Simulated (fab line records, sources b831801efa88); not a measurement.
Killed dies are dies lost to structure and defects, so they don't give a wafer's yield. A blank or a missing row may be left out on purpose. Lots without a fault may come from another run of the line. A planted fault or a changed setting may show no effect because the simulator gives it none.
fab line records | flow sky130
record lots=5 wafers=15 last_day=49
route steps=708 shown CAPM@543 METAL3@555 VIA3@573
lots that met no fault: from a run of the same line without faults
start_h: hours from the record's first day to the start of the lot's first wafer shown | wait_h: hours since the lot's step before | " the same as in the row above | L1.1+2: a row that stands for several wafers | - no value, or no start given | * or withheld: withheld | < > ~ a bound
route shown NAME@n: a module of which the file shows steps, and the number in the route of the first | usual: mean/standard deviation of fault-free wafers | same: alike in all rows | chamber/n: place in a boat | sites: the reading at each site | _std_site: their standard deviation | _edge_site: outer sites' mean less inner sites' | radius_mm: how far each site lies from the wafer's centre | mask NAME#n: copy n | behind: the tool/chamber that last shaped the wafer | hold: why the lot was held/for how many hours/how that ended | device: the transistor (n, p or np) that didn't switch | end of line: the same wafers' tests at the end of the route | a step without rows: its recipe alone | killed: dies lost to structure and defects at the first sort, not the wafer's yield | map: a wafer's dies, x killed, . not, _ none there
set.NAME: the setting as run; set.NAME@STEP: as run at that earlier step | model.NAME: the simulator's own value behind a step, which no gauge read
lots at some steps of the route; a table a step, a row a wafer
services: from which hour (start_h, from the record's first day; less than 0 if before it) a tool's chamber was out of use, for how many hours, and why
## steps
# step SKY_CAPM_HMDS_06
# recipe prime_time_s=60 prime_temp_c=120
# columns lot.wafer tool chamber start_h wait_h
L077.1+3+4 litho_track-02 0 910.85 0.1
L076.2+3+6 litho_track-01 0 912.13 0.1
L080.2+4+6 litho_track-03 0 942.67 0.1
L085.1+2+4 litho_track-01 0 976.55 0.1
L094.1+3+6 litho_track-01 0 1002.80 0.1
# step SKY_CAPM_COAT_07
# recipe resist=NOVOLAK spin_rpm=3000 resist_thk_nm=1140
# columns lot.wafer tool chamber start_h wait_h
L077.1+3+4 litho_track-02 0 911.00 0.1
L076.2+3+6 litho_track-01 0 912.28 0.1
L080.2+4+6 litho_track-03 0 942.82 0.1
L085.1+2+4 litho_track-01 0 976.70 0.1
L094.1+3+6 litho_track-01 0 1002.95 0.1
# step SKY_CAPM_SOFTBAKE_08
# recipe temp_c=90 time_s=60 resist=NOVOLAK
# same time_s=60
# columns lot.wafer tool chamber start_h wait_h
L077.1+3+4 litho_track-02 0 911.15 0.1
L076.2+3+6 litho_track-01 0 912.43 0.1
L080.2+4+6 litho_track-03 0 942.97 0.1
L085.1+2+4 litho_track-01 0 976.85 0.1
L094.1+3+6 litho_track-01 0 1003.10 0.1
# step SKY_CAPM_EXPOSE_09
# recipe mask_id=CAPM na=0.6 source_shape=conventional sigma_outer=0.6 polarization=unpolarized target_cd_nm=1000 dose_mj=159
# same na=0.6
# columns lot.wafer tool chamber start_h wait_h mask
L077.1+3+4 iline_stepper-01 0 - - CAPM#0
L076.2+3+6 iline_stepper-02 0 - - CAPM#0
L080.2+4+6 iline_stepper-01 0 - - CAPM#0
L085.1+2+4 iline_stepper-01 0 - - CAPM#0
L094.1+3+6 iline_stepper-02 0 - - CAPM#0
# step SKY_CAPM_PEB_10
# recipe temp_c=withheld time_s=* resist=NOVOLAK
# same time_s=*
# columns lot.wafer tool chamber start_h wait_h
L077.1+3+4 litho_track-02 0 - -
L076.2+3+6 litho_track-01 0 - -
L080.2+4+6 litho_track-02 0 - -
L085.1+2+4 litho_track-02 0 - -
L094.1+3+6 litho_track-01 0 - -
# step SKY_CAPM_DEVELOP_11
# recipe resist=NOVOLAK developer=TMAH develop_time_s=60 dev_temp_c=23
# usual developer_temp_C=23.00/0.11
# columns lot.wafer tool chamber start_h wait_h developer_temp_C
L077.1 litho_track-02 0 923.25 0.1 23.06
L077.3 " 0 " " 23.15
L077.4 " 0 " " 23.15
L076.2 litho_track-01 0 924.23 0.1 22.94
L076.3 " 0 " " 22.87
L076.6 " 0 " " 22.93
L080.2 litho_track-02 0 954.48 0.1 22.84
L080.4 " 0 " " 22.84
L080.6 " 0 " " 22.71
L085.1 litho_track-02 0 988.25 0.1 23.06
L085.2 " 0 " " 23.08
L085.4 " 0 " " 23.05
L094.1 litho_track-01 0 1014.55 0.1 23.09
L094.3 " 0 " " 22.95
L094.6 " 0 " " 23.10
# step SKY_CAPM_OVL_MEAS_12
# usual CAPM_OVL=-0.1/1.2
# columns lot.wafer tool chamber start_h wait_h CAPM_OVL[nm]
L077.1 overlay-01 - 923.40 0.1 -1.4
L077.3 " - " " 0.6
L077.4 " - " " -2.0
L076.2 overlay-01 - 924.36 0.1 0.4
L076.3 " - " " -1.9
L076.6 " - " " -2.5
L080.2 overlay-01 - 954.61 0.1 -1.6
L080.4 " - " " -2.7
L080.6 " - " " -0.5
L085.1 overlay-01 - 988.40 0.1 -0.8
L085.2 " - " " 0.4
L085.4 " - " " 1.7
L094.1 overlay-02 - 1014.70 0.1 0.4
L094.3 " - " " 1.3
L094.6 " - " " -0.6
# step SKY_CAPM_METAL_ETCH_13
# recipe target_depth_nm=220 stop_on=SiO2 chemistry=Cl2/BCl3 target=TiN pressure_mtorr=10 icp_w=900 bias_w=48.5 Cl2_flow_sccm=60 bcl3_flow_sccm=30 time_s=62.9
# usual bias_w=48.53/0.16 chamber_pressure_mTorr=10.000/0.0088 drypump_motor_current_A=5.98/0.21 oes_product_au=0.942/0.0066 throttle_valve_pct=21.901/0.0097
# same time_s=62.9
# columns lot.wafer tool chamber start_h wait_h bias_w chamber_pressure_mTorr drypump_motor_current_A oes_product_au rf_hours_counter_h throttle_valve_pct
L077.1 rie_metal-02 1 923.44 0.0 48.29 10.019 5.66 0.936 1 21.894
L077.3 " 1 " " 48.35 10.001 5.61 0.946 - 21.905
L077.4 " 1 " " 48.36 9.984 5.64 0.948 - 21.884
L076.2 rie_metal-01 1 924.39 0.0 48.65 10.016 5.96 0.942 4 21.896
L076.3 " 0 " " 48.40 10.004 5.96 0.935 - 21.904
L076.6 " 0 " " 48.38 9.999 5.98 0.946 - 21.901
L080.2 rie_metal-01 0 954.64 0.0 48.78 10.000 6.01 0.937 16 21.912
L080.4 " 0 " " 48.56 9.995 5.97 0.932 - 21.899
L080.6 " 1 " " 48.37 10.002 5.98 0.938 - 21.909
L085.1 rie_metal-03 1 988.44 0.0 48.49 10.007 6.38 0.942 6 21.905
L085.2 " 0 " " 48.21 10.005 5.84 0.948 7 21.897
L085.4 " 0 " " 48.39 10.002 5.84 0.952 - 21.892
L094.1 rie_metal-03 0 1014.74 0.0 48.53 10.011 5.83 0.943 8 21.896
L094.3 " 1 " " 48.27 10.001 6.43 0.933 - 21.907
L094.6 " 0 " " 48.47 9.998 5.85 0.939 - 21.894
# step SKY_CAPM_STRIP_14
# recipe chemistry=O2/N2 power_w=1400 pressure_mtorr=1500 platen_temp_c=withheld o2_flow_sccm=3000 n2_flow_sccm=300 overash_fraction=0.5
# usual chamber_pressure_mTorr=1500.2/1.3 drypump_motor_current_A=5.6/0.53 oes_product_au=0.711/0.0044 strip_time_to_endpoint_s=12.67/0.04
# columns lot.wafer tool chamber start_h wait_h chamber_pressure_mTorr drypump_motor_current_A oes_product_au rf_hours_counter_h strip_time_to_endpoint_s
L077.1 plasma_asher-01 1 923.59 0.1 1499.2 6.3 0.718 49 12.70
L077.3 " 0 " " 1499.2 5.2 0.708 - 12.69
L077.4 " 1 " " 1499.0 6.2 0.711 - 12.68
L076.2 plasma_asher-04 1 924.47 0.1 1500.5 6.0 0.705 19 12.68
L076.3 " 0 " " 1498.1 5.2 0.708 - 12.65
L076.6 " 1 " " 1499.3 6.0 0.699 - 12.69
L080.2 plasma_asher-01 1 954.72 0.1 1501.3 6.2 0.712 52 12.66
L080.4 " 1 " " 1500.4 6.3 0.708 - 12.68
L080.6 " 0 " " 1499.4 5.3 0.710 - 12.68
L085.1 plasma_asher-02 0 988.52 0.1 1498.9 4.8 0.712 81 12.67
L085.2 " 1 " " 1501.3 5.9 0.715 81 12.70
L085.4 " 0 " " 1498.0 4.8 0.712 - 12.71
L094.1 plasma_asher-01 1 1014.82 0.1 1499.3 6.2 0.708 58 12.60
L094.3 " 1 " " 1500.2 6.2 0.721 - 12.57
L094.6 " 1 " " 1499.9 6.2 0.717 - 12.66
# step SKY_CAPM_STRIP_15
# recipe chemistry=post_etch_residue_remover time_s=1200 temp_c=72.5
# same time_s=1200
# columns lot.wafer tool chamber start_h wait_h
L077.1+3+4 wet_bench-03 0 923.69 0.1
L076.2+3+6 wet_bench-03 3 924.57 0.1
L080.2+4+6 wet_bench-02 3 954.82 0.1
L085.1+2+4 wet_bench-02 3 988.62 0.1
L094.1+3+6 wet_bench-03 1 1014.92 0.1
# step SKY_CAPM_CLEAN_16
# recipe chemistry=IPA time_s=180 temp_c=25
# same time_s=180
# columns lot.wafer tool chamber start_h wait_h
L077.1+3+4 wet_bench-04 2 924.04 0.0
L076.2+3+6 wet_bench-02 3 924.91 0.0
L080.2+4+6 wet_bench-03 0 955.16 0.0
L085.1+2+4 wet_bench-03 3 988.96 0.0
L094.1+3+6 wet_bench-04 3 1015.26 0.0
# step SKY_CAPM_CLEAN_17
# recipe chemistry=O3/DIW dry=n2_spin
# columns lot.wafer tool chamber start_h wait_h
L077.1+3+4 wet_bench-02 3 924.09 0.0
L076.2+3+6 wet_bench-04 1 924.97 0.0
L080.2+4+6 wet_bench-04 3 955.22 0.0
L085.1+2+4 wet_bench-02 3 989.02 0.0
L094.1+3+6 wet_bench-02 2 1015.32 0.0
# step SKY_METAL3_DEHYDRATE_05
# recipe temp_c=200 time_s=60
# same time_s=60
# columns lot.wafer tool chamber start_h wait_h
L077.1+3+4 litho_track-03 0 935.49 11.3
L076.2+3+6 litho_track-01 0 936.28 11.2
L080.2+4+6 litho_track-04 0 966.62 11.3
L085.1+2+4 litho_track-03 0 999.85 10.7
L094.1+3+6 litho_track-04 0 1025.40 10.0
# step SKY_METAL3_HMDS_06
# recipe prime_time_s=60 prime_temp_c=120
# columns lot.wafer tool chamber start_h wait_h
L077.1+3+4 litho_track-03 0 935.64 0.1
L076.2+3+6 litho_track-01 0 936.43 0.1
L080.2+4+6 litho_track-04 0 966.77 0.1
L085.1+2+4 litho_track-03 0 1000.00 0.1
L094.1+3+6 litho_track-04 0 1025.55 0.1
# step SKY_METAL3_COAT_07
# recipe resist=BARC temp_c=withheld time_s=withheld spin_rpm=3000 resist_thk_nm=60
# columns lot.wafer tool chamber start_h wait_h
L077.1+3+4 litho_track-03 0 935.79 0.1
L076.2+3+6 litho_track-01 0 936.58 0.1
L080.2+4+6 litho_track-04 0 966.92 0.1
L085.1+2+4 litho_track-03 0 1000.15 0.1
L094.1+3+6 litho_track-04 0 1025.70 0.1
# step SKY_METAL3_COAT_08
# recipe resist=KrF-thick spin_rpm=3000 resist_thk_nm=1140
# columns lot.wafer tool chamber start_h wait_h
L077.1+3+4 litho_track-03 0 - -
L076.2+3+6 litho_track-01 0 - -
L080.2+4+6 litho_track-04 0 - -
L085.1+2+4 litho_track-03 0 - -
L094.1+3+6 litho_track-04 0 - -
# step SKY_METAL3_SOFTBAKE_09
# recipe temp_c=100 time_s=90 resist=KrF-thick
# same time_s=90
# columns lot.wafer tool chamber start_h wait_h
L077.1+3+4 litho_track-03 0 - -
L076.2+3+6 litho_track-01 0 - -
L080.2+4+6 litho_track-04 0 - -
L085.1+2+4 litho_track-03 0 - -
L094.1+3+6 litho_track-04 0 - -
# step SKY_METAL3_EXPOSE_10
# recipe mask_id=MM3 na=0.68 source_shape=annular sigma_inner=0.4 sigma_outer=0.8 target_cd_nm=300 dose_mj=28
# same na=0.68
# columns lot.wafer tool chamber start_h wait_h mask
L077.1+3+4 krf_scanner-01 0 - - MM3#0
L076.2+3+6 krf_scanner-01 0 - - MM3#0
L080.2+4+6 krf_scanner-02 0 - - MM3#0
L085.1+2+4 krf_scanner-02 0 - - MM3#0
L094.1+3+6 krf_scanner-01 0 - - MM3#0
# step SKY_METAL3_PEB_11
# recipe peb_temp_c=withheld peb_time_s=withheld resist=KrF-thick
# columns lot.wafer tool chamber start_h wait_h
L077.1+3+4 litho_track-01 0 - -
L076.2+3+6 litho_track-03 0 - -
L080.2+4+6 litho_track-03 0 - -
L085.1+2+4 litho_track-03 0 - -
L094.1+3+6 litho_track-01 0 - -
# step SKY_METAL3_DEVELOP_12
# recipe develop_time_s=60 resist=KrF-thick dev_temp_c=21
# usual developer_temp_C=21.02/0.09
# columns lot.wafer tool chamber start_h wait_h developer_temp_C
L077.1 litho_track-01 0 - - 20.93
L077.3 " 0 " " 20.96
L077.4 " 0 " " 20.94
L076.2 litho_track-03 0 - - 20.94
L076.3 " 0 " " 21.02
L076.6 " 0 " " 20.95
L080.2 litho_track-03 0 - - 21.04
L080.4 " 0 " " 20.88
L080.6 " 0 " " 20.92
L085.1 litho_track-03 0 - - 21.06
L085.2 " 0 " " 20.99
L085.4 " 0 " " 21.07
L094.1 litho_track-01 0 - - 20.93
L094.3 " 0 " " 20.94
L094.6 " 0 " " 21.11
# step SKY_METAL3_CD_MEAS_13
# recipe target_cd_nm=300
# usual cd_nm=300.2/1.4
# columns lot.wafer tool chamber start_h wait_h cd_nm
L077.1 cd_sem-01 - 948.50 - 302.0
L077.3 " - " " 300.6
L077.4 " - " " 300.1
L076.2 cd_sem-02 - 948.71 - 301.9
L076.3 " - " " 303.2
L076.6 " - " " 301.4
L080.2 cd_sem-01 - 978.87 - 301.5
L080.4 " - " " 301.1
L080.6 " - " " 301.1
L085.1 cd_sem-01 - 1012.20 - 300.6
L085.2 " - " " 301.6
L085.4 " - " " 301.0
L094.1 cd_sem-02 - 1037.20 - 299.7
L094.3 " - " " 299.4
L094.6 " - " " 299.1
# step SKY_METAL3_OVL_MEAS_14
# usual METAL3_OVL=0/5.2
# columns lot.wafer tool chamber start_h wait_h METAL3_OVL[nm]
L077.1 overlay-02 - 948.62 0.1 6
L077.3 " - " " 8
L077.4 " - " " 1
L076.2 overlay-01 - 948.82 0.1 -3
L076.3 " - " " 0
L076.6 " - " " 5
L080.2 overlay-01 - 978.97 0.1 0
L080.4 " - " " -4
L080.6 " - " " -1
L085.1 overlay-01 - 1012.32 0.1 3
L085.2 " - " " 8
L085.4 " - " " -1
L094.1 overlay-01 - 1037.32 0.1 4
L094.3 " - " " 2
L094.6 " - " " -1
# step SKY_METAL3_DESCUM_15
# recipe chemistry=O2 source_power_w=150 bias_power_w=0 pressure_mtorr=10 temp_c=40 time_s=8
# usual chamber_pressure_mTorr=9.999/0.0088 drypump_motor_current_A=5.90/0.26 oes_product_au=0.997/0.0076
# same time_s=8
# columns lot.wafer tool chamber start_h wait_h chamber_pressure_mTorr drypump_motor_current_A oes_product_au rf_hours_counter_h
L077.1 rie_metal-03 0 948.66 0.0 9.993 5.85 0.985 4.5
L077.3 " 1 " " 10.009 6.40 1.004 -
L077.4 " 0 " " 9.993 5.83 0.991 -
L076.2 rie_metal-03 1 948.85 0.0 10.000 6.39 1.002 3.8
L076.3 " 1 " " 10.005 6.40 1.013 -
L076.6 " 1 " " 10.003 6.40 1.011 -
L080.2 rie_metal-03 1 979.00 0.0 9.989 6.38 1.000 5.2
L080.4 " 0 " " 9.993 5.85 0.986 -
L080.6 " 0 " " 9.994 5.84 0.998 -
L085.1 rie_metal-03 1 1012.35 0.0 10.004 6.39 1.020 7.1
L085.2 " 0 " " 10.002 5.84 0.995 7.9
L085.4 " 1 " " 9.992 6.37 1.001 -
L094.1 rie_metal-04 0 1037.36 0.0 9.989 5.74 0.986 6.6
L094.3 " 0 " " 9.995 5.76 0.994 -
L094.6 " 0 " " 9.999 5.74 0.993 -
# step SKY_METAL3_ETCH_16
# recipe chemistry=N2/H2 target=BARC ion_energy_ev=200 bias_w=100 pressure_mtorr=30 n2_flow_sccm=100 h2_flow_sccm=200 icp_w=500 stop_on=SiO2 time_s=88.2 target_depth_a=600
# usual bias_w=100.05/0.29 chamber_pressure_mTorr=30.00/0.033 drypump_motor_current_A=5.90/0.26 oes_product_au=0.625/0.0043 throttle_valve_pct=13.205/0.0095
# same time_s=88.2
# columns lot.wafer tool chamber start_h wait_h bias_w chamber_pressure_mTorr drypump_motor_current_A oes_product_au rf_hours_counter_h throttle_valve_pct
L077.1 rie_metal-03 0 948.69 0.0 99.80 29.99 5.86 0.629 4.5 13.216
L077.3 " 1 " " 100.08 29.97 6.39 0.634 - 13.195
L077.4 " 0 " " 100.14 30.04 5.86 0.630 - 13.212
L076.2 rie_metal-03 1 948.88 0.0 99.98 30.01 6.41 0.621 3.8 13.223
L076.3 " 1 " " 100.00 30.03 6.39 0.629 - 13.203
L076.6 " 1 " " 100.04 29.97 6.39 0.621 - 13.203
L080.2 rie_metal-03 1 979.03 0.0 99.84 30.00 6.40 0.625 5.2 13.205
L080.4 " 0 " " 99.79 30.03 5.85 0.624 - 13.197
L080.6 " 0 " " 100.83 29.98 5.84 0.627 - 13.207
L085.1 rie_metal-03 1 1012.38 0.0 100.26 30.02 6.41 0.628 7.1 13.217
L085.2 " 0 " " 100.09 30.02 5.82 0.620 7.9 13.197
L085.4 " 1 " " 100.33 29.99 6.40 0.619 - 13.211
L094.1 rie_metal-04 0 1037.42 0.1 99.84 29.98 5.75 0.618 6.6 13.198
L094.3 " 0 " " 100.01 30.00 5.73 0.621 - 13.213
L094.6 " 0 " " 100.15 29.96 5.75 0.629 - 13.213
# step SKY_METAL3_ETCH_17
# recipe target=SiO2 stop_on=TiN chemistry=C4F8/O2/Ar source_w=1500 bias_w=1200 pressure_mtorr=40 c4f8_flow_sccm=withheld O2_flow_sccm=6 Ar_flow_sccm=300 time_s=3.9 target_depth_a=150
# usual bias_w=1200/3.7 chamber_pressure_mTorr=40.00/0.037 oes_product_au=0.755/0.0065
# same time_s=3.9
# columns lot.wafer tool chamber start_h wait_h bias_w chamber_pressure_mTorr oes_product_au rf_hours_counter_h
L077.1 rie_diel-02 0 948.79 0.1 1205 39.97 0.756 9
L077.3 " 1 " " 1207 39.96 0.749 9
L077.4 " 1 " " 1202 39.98 0.759 -
L076.2 rie_diel-03 2 948.98 0.1 1199 39.94 0.751 21
L076.3 " 0 " " 1197 40.00 0.750 7
L076.6 " 1 " " 1203 39.98 0.765 -
L080.2 rie_diel-02 1 979.13 0.1 1208 39.98 0.754 10
L080.4 " 2 " " 1200 40.03 0.765 8
L080.6 " 3 " " 1198 40.04 0.754 -
L085.1 rie_diel-02 1 1012.48 0.1 1199 40.09 0.753 11
L085.2 " 2 " " 1200 40.05 0.756 9
L085.4 " 0 " " 1196 40.05 0.761 11
L094.1 rie_diel-03 1 1037.62 0.2 1205 39.96 0.746 11
L094.3 " 3 " " 1202 39.98 0.758 5
L094.6 " 2 " " 1202 40.01 0.758 -
# step SKY_METAL3_METAL_ETCH_18
# recipe target_depth_a=8450 stop_on=SiO2 over_etch_frac=0.3 time_s=183.1 chemistry=Cl2/BCl3 resist_sidewall_deg=88 pressure_mtorr=10 icp_w=900 bias_w=48.5 Cl2_flow_sccm=60 bcl3_flow_sccm=30
# usual bias_w=48.52/0.13 chamber_pressure_mTorr=9.999/0.0084 drypump_motor_current_A=5.91/0.26 oes_product_au=0.865/0.0059 throttle_valve_pct=22.265/0.0085
# same time_s=183.1
# columns lot.wafer tool chamber start_h wait_h bias_w chamber_pressure_mTorr drypump_motor_current_A oes_product_au rf_hours_counter_h throttle_valve_pct
L077.1 rie_metal-04 0 948.81 0.0 48.47 9.985 5.74 0.858 0.9 22.267
L077.3 " 0 " " 48.45 9.984 5.73 0.860 - 22.260
L077.4 " 1 " " 48.59 10.000 5.76 0.865 - 22.264
L076.2 rie_metal-02 1 949.00 0.0 48.50 9.997 5.65 0.863 2.9 22.260
L076.3 " 1 " " 48.46 10.017 5.65 0.856 - 22.268
L076.6 " 1 " " 48.36 9.992 5.67 0.854 - 22.265
L080.2 rie_metal-04 0 979.15 0.0 48.40 9.996 5.74 0.863 2.4 22.258
L080.4 " 1 " " 48.44 10.008 5.77 0.863 - 22.272
L080.6 " 0 " " 48.50 9.998 5.75 0.861 - 22.254
L085.1 rie_metal-04 0 1012.50 0.0 48.38 9.998 5.74 0.870 4.4 22.256
L085.2 " 1 " " 48.40 9.998 5.76 0.870 9.3 22.260
L085.4 " 1 " " 48.59 10.007 5.77 0.869 - 22.275
L094.1 rie_metal-03 0 1037.64 0.0 48.47 10.001 5.83 0.875 9.9 22.269
L094.3 " 1 " " 48.43 9.998 6.37 0.875 - 22.260
L094.6 " 0 " " 48.49 9.999 5.83 0.876 - 22.273
# step SKY_METAL3_STRIP_19
# recipe chemistry=O2/N2 power_w=1400 pressure_mtorr=1500 platen_temp_c=withheld o2_flow_sccm=3000 n2_flow_sccm=300 overash_fraction=0.5
# usual chamber_pressure_mTorr=1500.0/1.4 drypump_motor_current_A=5.6/0.53 oes_product_au=0.503/0.005 strip_time_to_endpoint_s=6.55/0.058
# columns lot.wafer tool chamber start_h wait_h chamber_pressure_mTorr drypump_motor_current_A oes_product_au rf_hours_counter_h strip_time_to_endpoint_s
L077.1 plasma_asher-01 0 948.98 0.1 1498.9 5.3 0.505 51 6.56
L077.3 " 1 " " 1500.5 6.3 0.509 - 6.52
L077.4 " 0 " " 1498.4 5.3 0.488 - 6.54
L076.2 plasma_asher-02 0 949.18 0.1 1498.4 4.7 0.508 77 6.62
L076.3 " 1 " " 1500.9 5.9 0.513 - 6.59
L076.6 " 0 " " 1500.7 4.7 0.500 - 6.57
L080.2 plasma_asher-02 0 979.33 0.1 1500.9 4.7 0.501 80 6.55
L080.4 " 1 " " 1500.8 5.9 0.505 - 6.50
L080.6 " 1 " " 1501.1 5.9 0.504 - 6.53
L085.1 plasma_asher-03 0 1012.68 0.1 1500.3 6.2 0.505 118 6.48
L085.2 " 1 " " 1498.3 5.6 0.500 118 6.46
L085.4 " 1 " " 1500.9 5.6 0.498 - 6.41
L094.1 plasma_asher-02 0 1037.81 0.1 1498.8 4.7 0.511 86 6.62
L094.3 " 0 " " 1500.4 4.8 0.498 - 6.48
L094.6 " 0 " " 1500.2 4.7 0.506 - 6.55
# step SKY_METAL3_STRIP_20
# recipe chemistry=post_etch_residue_remover time_s=1200 temp_c=72.5
# same time_s=1200
# columns lot.wafer tool chamber start_h wait_h
L077.1+3+4 wet_bench-02 0 949.08 0.1
L076.2+3+6 wet_bench-01 3 949.28 0.1
L080.2+4+6 wet_bench-04 0 979.43 0.1
L085.1+2+4 wet_bench-01 0 1012.78 0.1
L094.1+3+6 wet_bench-01 3 1037.91 0.1
# step SKY_METAL3_CLEAN_21
# recipe chemistry=IPA time_s=180 temp_c=25
# same time_s=180
# columns lot.wafer tool chamber start_h wait_h
L077.1+3+4 wet_bench-02 3 949.43 0.0
L076.2+3+6 wet_bench-02 1 949.62 0.0
L080.2+4+6 wet_bench-04 0 979.77 0.0
L085.1+2+4 wet_bench-04 1 1013.12 0.0
L094.1+3+6 wet_bench-02 1 1038.26 0.0
# step SKY_METAL3_CLEAN_22
# recipe chemistry=O3/DIW dry=n2_spin
# columns lot.wafer tool chamber start_h wait_h
L077.1+3+4 wet_bench-02 0 949.48 0.0
L076.2+3+6 wet_bench-04 1 949.68 0.0
L080.2+4+6 wet_bench-02 0 979.83 0.0
L085.1+2+4 wet_bench-04 0 1013.18 0.0
L094.1+3+6 wet_bench-04 3 1038.38 0.0
# step SKY_VIA3_HDPCVD_00
# recipe material=SiO2 target_thk_nm=1635 sigma_open_frac=0.3 time_s=272.5 temp_c=400 sih4_flow_sccm=60 pressure_mtorr=6
# same time_s=272.5
# columns lot.wafer tool chamber start_h wait_h
L077.1+3+4 hdpcvd-01 0,2,1 949.58 0.0
L076.2+3+6 hdpcvd-02 0,2,1 949.77 0.0
L080.2+4+6 hdpcvd-02 0,0,2 979.92 0.0
L085.1+2+4 hdpcvd-02 2,0,1 1013.27 0.0
L094.1+3+6 hdpcvd-01 1,2,2 1038.48 0.0
# step SKY_VIA3_THK_MEAS_01
# recipe reads=SiO2_of_VIA3_HDPCVD_00
# usual VIA3_HDPCVD_THK=1642/17
# columns lot.wafer tool chamber start_h wait_h VIA3_HDPCVD_THK[nm]
L077.1 film_metro-01 - 949.74 0.1 1661
L077.3 " - " " 1643
L077.4 " - " " 1659
L076.2 film_metro-02 - 949.95 0.1 1661
L076.3 " - " " 1663
L076.6 " - " " 1665
L080.2 film_metro-01 - 980.10 0.1 1642
L080.4 " - " " 1659
L080.6 " - " " 1682
L085.1 film_metro-03 - 1013.44 0.1 1610
L085.2 " - " " 1614
L085.4 " - " " 1603
L094.1 film_metro-02 - 1038.64 0.1 1667
L094.3 " - " " 1660
L094.6 " - " " 1665
# step SKY_VIA3_CMP_02
# recipe material=SiO2 down_force_psi=4 platen_rpm=60 pad_velocity_m_s=0.94248
# usual head_pressure_psi=4.000/0.0087 motor_current_A=11.6/1.9 slurry_flow_ml_min=150.0/0.49
# columns lot.wafer tool chamber start_h wait_h head_pressure_psi motor_current_A slurry_flow_ml_min
L077.1 cmp-01 1 949.80 0.1 3.980 12.3 150.2
L077.3 " 2 " " 4.001 12.7 149.6
L077.4 " 0 " " 3.992 8.4 150.2
L076.2 cmp-01 1 950.15 0.2 4.008 12.5 150.9
L076.3 " 3 " " 4.004 10.7 150.2
L076.6 " 0 " " 4.006 8.8 150.2
L080.2 cmp-02 0 980.20 0.1 3.999 11.6 150.5
L080.4 " 1 " " 3.992 10.9 150.2
L080.6 " 3 " " 3.998 12.1 149.3
L085.4 cmp-01 0 1013.98 0.5 4.004 8.9 150.1
L085.2 " 1 " " 4.013 12.2 149.4
L085.1 " 3 " " 3.995 10.3 149.4
L094.3 cmp-01 3 1038.70 0.0 3.999 10.6 149.3
L094.1 " 1 " " 4.003 12.7 148.9
L094.6 " 3 " " 3.994 10.5 150.2
# step SKY_VIA3_BOW_MEAS_03
# recipe mode=bow
# usual VIA3_BOW=79/8.6
# columns lot.wafer tool chamber start_h wait_h VIA3_BOW[um]
L077.1 film_metro-01 - 950.10 0.2 77
L077.3 " - " " 96
L077.4 " - " " 83
L076.2 film_metro-03 - 950.42 0.2 73
L076.3 " - " " 68
L076.6 " - " " 70
L080.2 film_metro-01 - 980.47 0.2 67
L080.4 " - " " 79
L080.6 " - " " 84
L085.1 film_metro-01 - 1014.28 0.1 81
L085.2 " - " " 85
L085.4 " - " " 77
L094.1 film_metro-02 - 1039.00 0.1 69
L094.3 " - " " 75
L094.6 " - " " 83
# step SKY_VIA3_DEHYDRATE_04
# recipe temp_c=200 time_s=60
# same time_s=60
# columns lot.wafer tool chamber start_h wait_h
L077.1+3+4 litho_track-02 0 961.50 11.4
L076.2+3+6 litho_track-04 0 962.22 11.8
L080.2+4+6 litho_track-02 0 991.73 11.2
L085.1+2+4 litho_track-04 0 1024.00 9.7
L094.1+3+6 litho_track-03 0 1048.90 9.9
# step SKY_VIA3_HMDS_05
# recipe prime_time_s=60 prime_temp_c=120
# columns lot.wafer tool chamber start_h wait_h
L077.1+3+4 litho_track-02 0 961.65 0.1
L076.2+3+6 litho_track-04 0 962.37 0.1
L080.2+4+6 litho_track-02 0 991.88 0.1
L085.1+2+4 litho_track-04 0 1024.15 0.1
L094.1+3+6 litho_track-03 0 1049.05 0.1
## services
# columns tool chamber start_h hours kind
rie_metal-02 0 899.43 2.2 repair
iline_stepper-02 - 901.81 1.7 pm
krf_scanner-02 - 905.32 0.5 repair
cmp-01 - 912.00 4.0 pm
iline_stepper-01 - 915.56 7.1 repair
krf_scanner-01 - 920.88 0.8 pm
rie_diel-03 3 928.05 8.1 repair
rie_metal-04 - 928.42 2.8 pm
rie_diel-03 2 929.55 5.7 repair
iline_stepper-02 - 929.78 28.9 pm
krf_scanner-02 - 931.05 4.4 pm
rie_diel-02 3 947.82 7.6 repair
hdpcvd-02 - 950.25 15.0 pm
krf_scanner-01 - 952.35 3.6 pm
krf_scanner-02 - 955.90 1.3 pm
rie_metal-02 - 959.38 1.4 pm
krf_scanner-02 - 961.41 0.8 pm
rie_diel-02 - 969.47 0.9 repair
krf_scanner-01 - 975.83 1.3 pm
rie_diel-02 1 988.83 3.3 repair
cmp-01 - 1025.01 7.0 pm
krf_scanner-01 - 1030.56 1.0 pm
rie_metal-04 1 1034.79 9.1 repair
cmp-01 - 1044.48 0.9 repair
## key
fault none
